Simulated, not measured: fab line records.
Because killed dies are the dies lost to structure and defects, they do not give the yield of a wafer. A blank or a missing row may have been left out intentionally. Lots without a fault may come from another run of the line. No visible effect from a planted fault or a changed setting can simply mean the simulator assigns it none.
fab line records	flow sky130
[record] lots = 6	wafers = 18	lastDay = 50
route steps=708 shown RES_XHIGH@339 SD_N@342 SD_P@359 PAD_OPEN@708
lots with no fault: from the same line, run without faults
startH: the number of hours between the record's first day and the start of the first shown wafer of the lot	waitH: how many hours have passed since the lot's step before this one	" identical to the entry in the row above	L1.1+2: a row that stands for several wafers	- no value present, or no start provided	* or withheld: withheld	< > ~ a bound
route shown NAME@n: NAME is a module with steps in the file, n the number in the route of the first one	usual: mean/standard deviation taken from wafers without a fault	same: alike in all rows	chamber/n: place in a boat	sites: the reading at each site	_std_site: standard deviation of those values	_edge_site: mean of outer sites minus mean of inner sites	radiusMm: how far each site lies from the wafer's centre	mask NAME#n: copy n	behind: the last tool/chamber to shape the wafer	hold: cause of the lot's hold/its duration in hours/its outcome	device: the transistor (n, p or np) that didn't switch	end of line: tests run on the same wafers once the route is complete	a step given without rows: its recipe and nothing more	killed: count of dies lost to structure and defects at first sort (not the wafer's yield)	map: a wafer's dies, x killed, . not, _ none there
set.NAME: the run value of the setting; set.NAME@STEP: its run value at that earlier step	model.NAME: the simulator's own value behind a step, which no gauge read
lots at selected steps of the route; one table per step, one row per wafer
services: the hour from which a tool's chamber was out of use, counted from the record's first day as startH (under 0 if before that day), plus the number of hours and why
[[steps]]
[step SKY_RES_XHIGH_IMPLANT_07]
[recipe] species = BF2	energyKev = 20	doseCm2 = 3.6e+14	tiltDeg = 0
[step SKY_RES_XHIGH_STRIP_08]
[recipe] chemistry = O2/N2	powerW = 1400	pressureMtorr = 1500	platenTempC = withheld	o2FlowSccm = 3000	n2FlowSccm = 300	overashFraction = 0.5
[usual] drypumpMotorCurrentA = 5.7/0.31	oesProductAu = 0.711/0.0047	stripTimeToEndpointS = 14.27/0.044
lot.wafer	tool	chamber	startH	waitH	drypumpMotorCurrentA	oesProductAu	rfHoursCounterH	stripTimeToEndpointS
L660.2	plasmaAsher-04	0	625.37	0.1	5.9	0.710	88	14.25
L660.3	"	0	"	"	6.0	0.713	-	14.26
L660.4	"	1	"	"	5.2	0.700	-	14.29
L663.1	plasmaAsher-03	0	669.30	0.1	5.9	0.711	87	14.28
L663.2	"	1	"	"	5.6	0.707	87	14.27
L663.3	"	1	"	"	5.6	0.713	-	14.26
L670.1	plasmaAsher-03	1	719.30	0.1	5.6	0.715	93	14.26
L670.3	"	0	"	"	6.0	0.711	-	14.27
L670.6	"	0	"	"	5.9	0.709	-	14.22
L669.3	plasmaAsher-03	0	720.53	0.1	5.9	0.712	-	14.18
L669.4	"	1	"	"	5.6	0.708	-	14.25
L669.5	"	1	"	"	5.6	0.705	-	14.22
L680.1	plasmaAsher-03	0	794.61	0.1	5.9	0.712	101	14.34
L680.3	"	1	"	"	5.6	0.715	-	14.29
L680.5	"	0	"	"	5.9	0.704	-	14.32
L682.2	plasmaAsher-04	1	802.30	0.1	5.3	0.712	5	14.29
L682.5	"	1	"	"	5.2	0.725	-	14.27
L682.6	"	0	"	"	6.0	0.717	-	14.28
[step SKY_RES_XHIGH_TW_MEAS_09]
[usual] RES_XHIGH_TW = 1636/15
lot.wafer	tool	chamber	startH	waitH	RES_XHIGH_TW
L660.2	filmMetro-03	-	625.48	0.1	1639
L660.3	"	-	"	"	1635
L660.4	"	-	"	"	1634
L663.1	filmMetro-01	-	669.40	0.1	1615
L663.2	"	-	"	"	1620
L663.3	"	-	"	"	1612
L670.1	filmMetro-01	-	719.40	0.1	1608
L670.3	"	-	"	"	1629
L670.6	"	-	"	"	1626
L669.3	filmMetro-01	-	720.62	0.1	1621
L669.4	"	-	"	"	1617
L669.5	"	-	"	"	1610
L680.1	filmMetro-01	-	794.71	0.1	1620
L680.3	"	-	"	"	1633
L680.5	"	-	"	"	1629
L682.2	filmMetro-01	-	802.41	0.1	1619
L682.5	"	-	"	"	1625
L682.6	"	-	"	"	1630
[step SKY_SD_N_DEHYDRATE_00]
[recipe] tempC = 200	timeS = 60
[step SKY_SD_N_HMDS_01]
[recipe] primeTimeS = 60	primeTempC = 120
[step SKY_SD_N_COAT_02]
[recipe] resist = NOVOLAK	spinRpm = 3000	resistThkNm = 1140
[step SKY_SD_N_SOFTBAKE_03]
[recipe] tempC = 90	timeS = 60	resist = NOVOLAK
[step SKY_SD_N_EXPOSE_04]
[recipe] maskId = NSDM	na = 0.6	sourceShape = conventional	sigmaOuter = 0.6	polarization = unpolarized	targetCdNm = 380	doseMj = 141
[step SKY_SD_N_PEB_05]
[recipe] tempC = withheld	timeS = *	resist = NOVOLAK
[step SKY_SD_N_DEVELOP_06]
[recipe] resist = NOVOLAK	developer = TMAH	developTimeS = 60	devTempC = 23
[step SKY_SD_N_CD_MEAS_07]
[recipe] targetCdNm = 380
[usual] cdNm = 379.7/2.3
lot.wafer	tool	chamber	startH	waitH	cdNm
L660.2	cdSem-01	-	653.98	0.1	381.6
L660.3	"	-	"	"	380.7
L660.4	"	-	"	"	379.9
L663.1	cdSem-02	-	697.05	0.1	378.2
L663.2	"	-	"	"	377.7
L663.3	"	-	"	"	376.7
L670.1	cdSem-01	-	745.51	0.1	380.6
L670.3	"	-	"	"	378.5
L670.6	"	-	"	"	381.7
L669.3	cdSem-01	-	748.25	0.1	379.3
L669.4	"	-	"	"	380.5
L669.5	"	-	"	"	380.6
L680.1	cdSem-02	-	821.01	0.1	378.9
L680.3	"	-	"	"	377.5
L680.5	"	-	"	"	377.5
L682.2	cdSem-02	-	828.98	0.1	382.6
L682.5	"	-	"	"	381.1
L682.6	"	-	"	"	380.7
[step SKY_SD_N_OVL_MEAS_08]
[usual] SD_N_OVL = 0.3/1.2
lot.wafer	tool	chamber	startH	waitH	SD_N_OVL[nm]
L660.2	overlay-01	-	654.08	0.1	-0.2
L660.3	"	-	"	"	1.2
L660.4	"	-	"	"	1.6
L663.1	overlay-02	-	697.17	0.1	1.6
L663.2	"	-	"	"	0.3
L663.3	"	-	"	"	-0.1
L670.1	overlay-02	-	745.63	0.1	-0.4
L670.3	"	-	"	"	0.6
L670.6	"	-	"	"	0.3
L669.3	overlay-01	-	748.34	0.1	-2.4
L669.4	"	-	"	"	-2.2
L669.5	"	-	"	"	-1.0
L680.1	overlay-02	-	821.13	0.1	0.2
L680.3	"	-	"	"	0.5
L680.5	"	-	"	"	1.2
L682.2	overlay-01	-	829.09	0.1	1.5
L682.5	"	-	"	"	1.7
L682.6	"	-	"	"	1.6
[step SKY_SD_N_IMPLANT_09]
[recipe] species = As	energyKev = 50	doseCm2 = 4e+15	tiltDeg = 0
[usual] beamOnS = 19.5/1.2	doseIonsCm2 = 4e+15/4e+12	tiltDeg = -0.003/0.021
lot.wafer	tool	chamber	startH	waitH	beamOnS	doseIonsCm2	tiltDeg
L660.2	implanter-04	0	654.14	0.0	20.4	4.003e+15	0.024
L660.3	"	0	"	"	20.8	4.004e+15	-0.005
L660.4	"	0	"	"	20.3	4.001e+15	-0.008
L663.1	implanter-02	0	697.21	0.0	17.3	4.003e+15	-0.020
L663.2	"	0	"	"	17.8	4.004e+15	-0.036
L663.3	"	0	"	"	18.3	4.001e+15	-0.005
L670.1	implanter-02	0	745.66	0.0	10.6	1.922e+15	-0.028
L670.3	"	0	"	"	9.9	1.908e+15	-0.028
L670.6	"	0	"	"	10.3	1.913e+15	-0.016
L669.3	implanter-02	0	748.41	0.1	10.2	1.91e+15	0.002
L669.4	"	0	"	"	10.0	1.913e+15	0.001
L669.5	"	0	"	"	10.0	1.908e+15	-0.022
L680.1	implanter-04	0	821.17	0.0	20.7	4.002e+15	-0.014
L680.3	"	0	"	"	20.6	3.994e+15	-0.002
L680.5	"	0	"	"	20.6	3.994e+15	-0.010
L682.2	implanter-02	0	829.14	0.0	18.6	4.006e+15	0.013
L682.5	"	0	"	"	18.3	4.002e+15	0.026
L682.6	"	0	"	"	17.5	4e+15	0.031
[step SKY_SD_N_IMPLANT_10]
[recipe] species = P	energyKev = 20	doseCm2 = 1e+14	tiltDeg = 0
[step SKY_SD_N_STRIP_11]
[recipe] chemistry = O2/N2	powerW = 1400	pressureMtorr = 1500	platenTempC = withheld	o2FlowSccm = 3000	n2FlowSccm = 300	overashFraction = 0.5
[usual] drypumpMotorCurrentA = 6.0/0.37	oesProductAu = 0.527/0.0047	stripTimeToEndpointS = 22.56/0.042
lot.wafer	tool	chamber	startH	waitH	drypumpMotorCurrentA	oesProductAu	rfHoursCounterH	stripTimeToEndpointS
L660.2	plasmaAsher-03	1	654.41	0.1	5.6	0.533	85	22.53
L660.3	"	1	"	"	5.6	0.525	-	22.48
L660.4	"	0	"	"	5.9	0.522	-	22.54
L663.1	plasmaAsher-02	0	697.51	0.1	6.5	0.526	60	22.53
L663.2	"	1	"	"	5.8	0.528	60	22.51
L663.3	"	0	"	"	6.5	0.528	-	22.62
L670.1	plasmaAsher-03	1	745.96	0.1	5.6	0.572	96	19.97
L670.3	"	0	"	"	5.9	0.564	-	20.00
L670.6	"	0	"	"	5.9	0.572	-	20.00
L669.3	plasmaAsher-02	0	748.70	0.1	6.5	0.571	-	20.10
L669.4	"	1	"	"	5.8	0.568	-	20.14
L669.5	"	0	"	"	6.5	0.566	-	20.10
L680.1	plasmaAsher-01	0	821.47	0.1	6.1	0.527	36	22.58
L680.3	"	1	"	"	5.3	0.537	-	22.59
L680.5	"	1	"	"	5.3	0.524	-	22.58
L682.2	plasmaAsher-01	1	829.42	0.1	5.3	0.525	37	22.61
L682.5	"	1	"	"	5.3	0.528	-	22.58
L682.6	"	0	"	"	6.1	0.532	-	22.53
[step SKY_SD_N_TW_MEAS_12]
[usual] SD_N_TW = 3970/43
lot.wafer	tool	chamber	startH	waitH	SD_N_TW
L660.2	filmMetro-02	-	654.52	0.1	4014
L660.3	"	-	"	"	4030
L660.4	"	-	"	"	4011
L663.1	filmMetro-03	-	697.61	0.1	3987
L663.2	"	-	"	"	3961
L663.3	"	-	"	"	3956
L670.1	filmMetro-01	-	746.06	0.1	3815
L670.3	"	-	"	"	3811
L670.6	"	-	"	"	3795
L669.3	filmMetro-01	-	748.78	0.1	3829
L669.4	"	-	"	"	3831
L669.5	"	-	"	"	3823
L680.1	filmMetro-03	-	821.57	0.1	3984
L680.3	"	-	"	"	3994
L680.5	"	-	"	"	3990
L682.2	filmMetro-03	-	829.53	0.1	3995
L682.5	"	-	"	"	3978
L682.6	"	-	"	"	4024
[step SKY_SD_N_CLEAN_13]
[recipe] chemistry = SC1/SC2	mix = 1:4:20	tempC = 70	timeS = 150	dry = n2Spin
[step SKY_SD_N_RTA_14]
[recipe] tempC = 1075	timeS = 2	idleTempC = 650	rampUpCPerS = 150	rampDownCPerS = 90	ambient = N2
[usual] lampPowerPct = 15.74/0.054	wafer_temp_C_max = 1078.1/1.3
lot.wafer	tool	chamber	startH	waitH	lampPowerPct	wafer_temp_C_max
L660.2	rtpAnneal-02	0	654.64	0.0	15.78	1080.1
L660.3	"	0	"	"	15.77	1077.6
L660.4	"	0	"	"	15.75	1077.5
L663.1	rtpAnneal-01	0	697.72	0.0	15.76	1078.9
L663.2	"	0	"	"	15.76	1079.1
L663.3	"	0	"	"	15.74	1078.5
L670.1	rtpAnneal-01	0	746.17	0.0	15.82	1078.5
L670.3	"	0	"	"	15.81	1077.4
L670.6	"	0	"	"	15.69	1076.2
L669.3	rtpAnneal-01	0	748.89	0.0	15.79	1076.4
L669.4	"	0	"	"	15.71	1081.6
L669.5	"	0	"	"	15.71	1079.1
L680.1	rtpAnneal-02	0	821.68	0.0	15.62	1077.9
L680.3	"	0	"	"	15.61	1078.2
L680.5	"	0	"	"	15.74	1077.7
L682.2	rtpAnneal-01	0	829.64	0.0	15.66	1076.2
L682.5	"	0	"	"	15.76	1076.8
L682.6	"	0	"	"	15.66	1077.2
[step SKY_SD_N_RS_MEAS_16]
[recipe] thkMeasGauge = four-point-probe
[usual] SD_N_RS = 68.55/0.11
lot.wafer	tool	chamber	startH	waitH	SD_N_RS[ohm/sq]
L660.2	filmMetro-01	-	654.83	0.1	68.57
L660.3	"	-	"	"	68.39
L660.4	"	-	"	"	68.52
L663.1	filmMetro-01	-	697.89	0.1	68.61
L663.2	"	-	"	"	68.80
L663.3	"	-	"	"	68.55
L670.1	filmMetro-03	-	746.35	0.1	78.88
L670.3	"	-	"	"	78.79
L670.6	"	-	"	"	78.97
L669.3	filmMetro-02	-	749.09	0.1	78.64
L669.4	"	-	"	"	78.74
L669.5	"	-	"	"	78.94
L680.1	filmMetro-03	-	821.85	0.1	68.48
L680.3	"	-	"	"	68.60
L680.5	"	-	"	"	68.44
L682.2	filmMetro-03	-	829.83	0.1	68.56
L682.5	"	-	"	"	68.68
L682.6	"	-	"	"	68.66
[step SKY_SD_N_RS_MEAS_17]
[recipe] thkMeasGauge = four-point-probe
[usual] SD_P_RS = 147.1/0.36
lot.wafer	tool	chamber	startH	waitH	SD_P_RS[ohm/sq]
L660.2	filmMetro-01	-	654.95	0.1	146.8
L660.3	"	-	"	"	146.8
L660.4	"	-	"	"	147.1
L663.1	filmMetro-01	-	698.01	0.1	147.0
L663.2	"	-	"	"	147.3
L663.3	"	-	"	"	146.8
L670.1	filmMetro-03	-	746.47	0.1	146.5
L670.3	"	-	"	"	146.6
L670.6	"	-	"	"	146.8
L669.3	filmMetro-02	-	749.21	0.1	147.2
L669.4	"	-	"	"	147.3
L669.5	"	-	"	"	146.9
L680.1	filmMetro-03	-	821.97	0.1	146.8
L680.3	"	-	"	"	147.5
L680.5	"	-	"	"	147.1
L682.2	filmMetro-03	-	829.95	0.1	147.2
L682.5	"	-	"	"	147.4
L682.6	"	-	"	"	147.0
[step SKY_PAD_OPEN_PROBE_99]
[usual] killed_at_M0_to_M3 = 43/6.8	killed_at_M4_up = 3.0/1.8	killedAtContacts = 23/5.4	killedAtFrontEnd = 15/4.4	killedAtOther = 0.3/0.51	killedDies = 85/9.2	killedOpen = 47/6.8	killedShort = 39/6.8
[same] grossDies = 492	killedAtBackSide = 0
lot.wafer	tool	chamber	startH	waitH	killed_at_M0_to_M3	killed_at_M4_up	killedAtContacts	killedAtFrontEnd	killedAtOther	killedDies	killedOpen	killedShort	model.etest.resNdiff.lineOhmUm	model.etest.nfetG5v0d10v5.rOnOhmUm	model.etest.sonosUncharged.rOnOhmUm	model.etest.liconNdiff.rcOhm	model.etest.nfet_01v8.rOnOhmUm	model.etest.resNdiffHv.rsOhmSq	model.etest.resNdiff.rsOhmSq
L660.2	prober-01	-	1080.72	0.1	46	3	31	12	0	92	53	39	763.8	1901	815.7	184.4	840.3	113.6	120.9
L660.3	prober-01	-	1080.77	0.2	37	4	21	16	1	79	45	34	765.7	1898	802.7	174.9	838.5	113.6	120
L660.4	prober-01	-	1080.82	0.2	34	5	24	12	0	75	47	28	766.9	1855	800.5	172	858.9	113	120.6
L663.1	prober-02	-	1112.87	0.1	44	1	32	23	1	101	57	44	763.4	1859	791.3	181.4	824.3	113.7	119.3
L663.2	prober-02	-	1112.92	0.1	33	6	22	24	0	85	42	43	750.1	1895	789.7	183.1	843.2	113.8	119.3
L663.3	prober-02	-	1112.97	0.2	42	2	26	17	1	88	41	47	741.6	1865	797.6	183.2	844.7	112.6	118.4
L670.1	prober-01	-	1144.43	0.1	42	5	20	22	0	89	53	36	930.6	1961	881.9	228.1	883.5	136.8	142.2
L670.3	prober-01	-	1144.53	0.2	40	3	27	15	0	85	55	30	910.5	1984	872.1	223.4	888.9	136.4	141.6
L670.6	prober-01	-	1144.68	0.2	47	3	25	11	0	86	43	43	914.3	1971	882.1	230	890.5	136.6	141.3
L669.3	prober-01	-	1147.17	0.2	43	1	22	25	0	91	48	43	877.1	1991	879.2	232.9	893.5	133.2	138
L669.4	prober-01	-	1147.22	0.2	38	4	26	18	0	86	43	43	878.1	2009	867.1	222.2	890.6	134.6	138.6
L669.5	prober-01	-	1147.27	0.2	46	1	24	13	0	84	46	38	855.7	1968	858	229.5	912.4	132.8	138.3
L680.1	prober-02	-	1197.87	0.1	46	3	27	10	0	86	50	36	784.5	1898	822.2	177.1	860.3	114.5	119.7
L680.3	prober-02	-	1197.97	0.2	45	6	22	13	0	86	47	39	786.5	1846	806	171.7	802.5	114	120.3
L680.5	prober-02	-	1198.07	0.2	40	0	35	14	0	89	57	32	766	1844	802	180.5	830.8	114.6	119.8
L682.2	prober-01	-	1199.59	0.1	41	2	26	10	0	79	38	41	746.8	1855	803.9	190.8	809.5	113.3	118.4
L682.5	prober-01	-	1199.74	0.2	50	1	25	12	0	88	41	47	753.7	1848	804.1	188.6	813.1	112.6	119.2
L682.6	prober-01	-	1199.79	0.2	58	2	30	13	0	103	49	54	748	1864	805.9	189.6	829.5	113.2	118.8
// killed by level:class
L660.2 LI_CONTACT:geometricParticle:open=9 VIA1:geometricParticle:open=9 CONTACT:geometricParticle:short=8 METAL2:geometricParticle:short=7 CONTACT:geometricParticle:open=7 VIA3:geometricParticle:open=7 VIA2:geometricParticle:open=6 FIELD_ISO:geometricParticle:open=5
L660.3 VIA1:geometricParticle:open=12 CONTACT:geometricParticle:open=7 LI_CONTACT:geometricParticle:open=6 POLY_GATE:geometricParticle:open=4 POLY_GATE:geometricParticle:short=4 METAL2:geometricParticle:short=4 METAL3:geometricParticle:short=4 FIELD_ISO:geometricParticle:short=3
L660.4 LI_CONTACT:geometricParticle:open=11 METAL1:geometricParticle:short=8 CONTACT:geometricParticle:open=7 METAL2:geometricParticle:short=5 VIA2:geometricParticle:open=5 VIA3:geometricParticle:open=5 POLY_GATE:geometricParticle:open=4 VIA1:geometricParticle:open=4
L663.1 LI_CONTACT:geometricParticle:open=13 VIA1:geometricParticle:open=13 VIA3:geometricParticle:open=8 CONTACT:geometricParticle:open=7 FIELD_ISO:geometricParticle:open=6 POLY_GATE:geometricParticle:short=5 CONTACT:geometricParticle:short=5 VIA1:geometricParticle:short=5
L663.2 LI_CONTACT:geometricParticle:open=10 VIA1:geometricParticle:open=10 FIELD_ISO:geometricParticle:short=8 METAL4:geometricParticle:short=6 METAL2:geometricParticle:short=6 CONTACT:geometricParticle:open=5 POLY_GATE:geometricParticle:short=4 LI_CONTACT:geometricParticle:short=4
L663.3 VIA1:geometricParticle:open=10 CONTACT:geometricParticle:short=9 VIA3:geometricParticle:open=8 METAL2:geometricParticle:short=6 LOCAL_INTERCONNECT:geometricParticle:short=5 CONTACT:geometricParticle:open=5 POLY_GATE:geometricParticle:open=4 LI_CONTACT:geometricParticle:open=4
L670.1 VIA1:geometricParticle:open=11 FIELD_ISO:geometricParticle:short=9 VIA2:geometricParticle:open=9 CONTACT:geometricParticle:open=8 FIELD_ISO:geometricParticle:open=5 POLY_GATE:geometricParticle:open=5 LI_CONTACT:geometricParticle:open=5 METAL1:geometricParticle:short=5
L670.3 VIA2:geometricParticle:open=11 LI_CONTACT:geometricParticle:open=10 CONTACT:geometricParticle:open=9 FIELD_ISO:geometricParticle:open=8 VIA3:geometricParticle:open=5 POLY_GATE:geometricParticle:open=4 VIA1:geometricParticle:open=4 CONTACT:geometricParticle:short=4
L670.6 LI_CONTACT:geometricParticle:open=10 VIA1:geometricParticle:open=10 METAL2:geometricParticle:short=7 CONTACT:geometricParticle:open=7 VIA1:geometricParticle:short=7 CONTACT:geometricParticle:short=6 VIA3:geometricParticle:short=6 VIA2:geometricParticle:open=6
L669.3 VIA3:geometricParticle:open=10 CONTACT:geometricParticle:short=8 POLY_GATE:geometricParticle:open=7 POLY_GATE:geometricParticle:short=6 VIA2:geometricParticle:open=6 CONTACT:geometricParticle:open=6 METAL1:geometricParticle:short=5 VIA1:geometricParticle:open=5
L669.4 VIA1:geometricParticle:open=10 CONTACT:geometricParticle:open=8 POLY_GATE:geometricParticle:short=7 CONTACT:geometricParticle:short=7 LI_CONTACT:geometricParticle:open=7 POLY_GATE:geometricParticle:open=5 METAL1:geometricParticle:short=5 METAL2:geometricParticle:short=5
L669.5 LI_CONTACT:geometricParticle:open=10 VIA2:geometricParticle:open=10 VIA1:geometricParticle:open=8 METAL1:geometricParticle:short=7 CONTACT:geometricParticle:open=6 POLY_GATE:geometricParticle:short=5 METAL3:geometricParticle:short=5 LOCAL_INTERCONNECT:geometricParticle:short=4
L680.1 VIA3:geometricParticle:open=12 CONTACT:geometricParticle:open=11 VIA1:geometricParticle:open=11 VIA2:geometricParticle:open=8 FIELD_ISO:geometricParticle:short=5 LI_CONTACT:geometricParticle:short=4 LI_CONTACT:geometricParticle:open=4 LOCAL_INTERCONNECT:geometricParticle:short=4
L680.3 VIA2:geometricParticle:open=10 CONTACT:geometricParticle:open=9 VIA1:geometricParticle:open=6 METAL2:geometricParticle:short=6 VIA3:geometricParticle:open=6 CONTACT:geometricParticle:short=5 METAL1:geometricParticle:short=5 LOCAL_INTERCONNECT:geometricParticle:short=4
L680.5 LI_CONTACT:geometricParticle:open=11 VIA1:geometricParticle:open=9 CONTACT:geometricParticle:open=8 VIA2:geometricParticle:open=8 CONTACT:geometricParticle:short=6 LOCAL_INTERCONNECT:geometricParticle:short=5 VIA3:geometricParticle:open=5 FIELD_ISO:geometricParticle:open=4
L682.2 METAL2:geometricParticle:short=10 CONTACT:geometricParticle:open=8 VIA1:geometricParticle:open=6 VIA3:geometricParticle:open=6 LOCAL_INTERCONNECT:geometricParticle:short=5 LI_CONTACT:geometricParticle:open=5 VIA2:geometricParticle:short=4 FIELD_ISO:geometricParticle:short=3
L682.5 LI_CONTACT:geometricParticle:open=8 METAL1:geometricParticle:short=8 CONTACT:geometricParticle:open=6 METAL3:geometricParticle:short=6 VIA2:geometricParticle:open=6 VIA3:geometricParticle:open=6 VIA1:geometricParticle:open=5 FIELD_ISO:geometricParticle:short=4
L682.6 VIA2:geometricParticle:open=12 METAL2:geometricParticle:short=11 LI_CONTACT:geometricParticle:open=9 CONTACT:geometricParticle:open=8 POLY_GATE:geometricParticle:short=7 METAL1:geometricParticle:short=7 VIA1:geometricParticle:open=7 CONTACT:geometricParticle:short=6
[[services]]
tool	chamber	startH	hours	kind
implanter-02	-	602.36	43.9	repair
implanter-04	-	624.80	2.8	repair
plasmaAsher-01	-	626.74	44.3	repair
plasmaAsher-04	-	633.23	1.3	repair
plasmaAsher-03	-	642.95	1.0	repair
implanter-04	-	662.84	2.7	repair
plasmaAsher-04	-	706.14	14.7	repair
implanter-02	-	709.85	4.1	pm
rtpAnneal-02	-	716.87	8.4	pm
plasmaAsher-04	-	733.75	9.0	pm
plasmaAsher-04	0	733.75	9.0	ventCycle
plasmaAsher-04	1	733.75	9.0	ventCycle
plasmaAsher-04	0	742.75	-	clean
plasmaAsher-04	1	742.75	-	clean
implanter-04	-	758.32	1.7	repair
plasmaAsher-04	-	769.88	4.3	repair
implanter-04	-	825.13	6.8	repair
[[key]]
[firstSign] step = SKY_SD_N_IMPLANT_09	reading = doseIonsCm2	direction = down	sigmas = 99+	usual = *	struck = *
[effect] step = SKY_SD_N_IMPLANT_09	reading = beamOnS	direction = down	sigmas = 7.4	usual = 19.5	struck = 10.2
[effect] step = SKY_SD_N_STRIP_11	reading = stripTimeToEndpointS	direction = down	sigmas = 60	usual = *	struck = *
[effect] step = SKY_SD_N_TW_MEAS_12	reading = SD_N_TW	direction = down	sigmas = 3.6	usual = 3970	struck = 3817
[effect] step = SKY_SD_N_RS_MEAS_16	reading = SD_N_RS	direction = up	sigmas = 95	usual = 68.55	struck = 78.83
[modelEffect] step = SKY_PAD_OPEN_PROBE_99	value = etest.resNdiff.lineOhmUm	without = 757.6	struck = 894.4
metAt SKY_SD_N_IMPLANT_09
struckWafers L669.3,L669.4,L669.5,L670.1,L670.3,L670.6
testerLeftOut L669,L670
onsetBetween 697.21 745.66
[fault] kind = processParameterDrift	tool = implanter-02	chamber = -	onsetH = 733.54	steps = SKY_SD_N_IMPLANT_09	channel = doseCm2	offset = *	shape = step	endH = 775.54	actsIn = *	stated = *
// testerLeftOut: of these lots the tester's yield and bins aren't shown, on N5 and GAA mostly nor the transistor test; their killed dies are dies lost to structure and defects alone, not to doping, threshold or leakage, so they don't give the yield
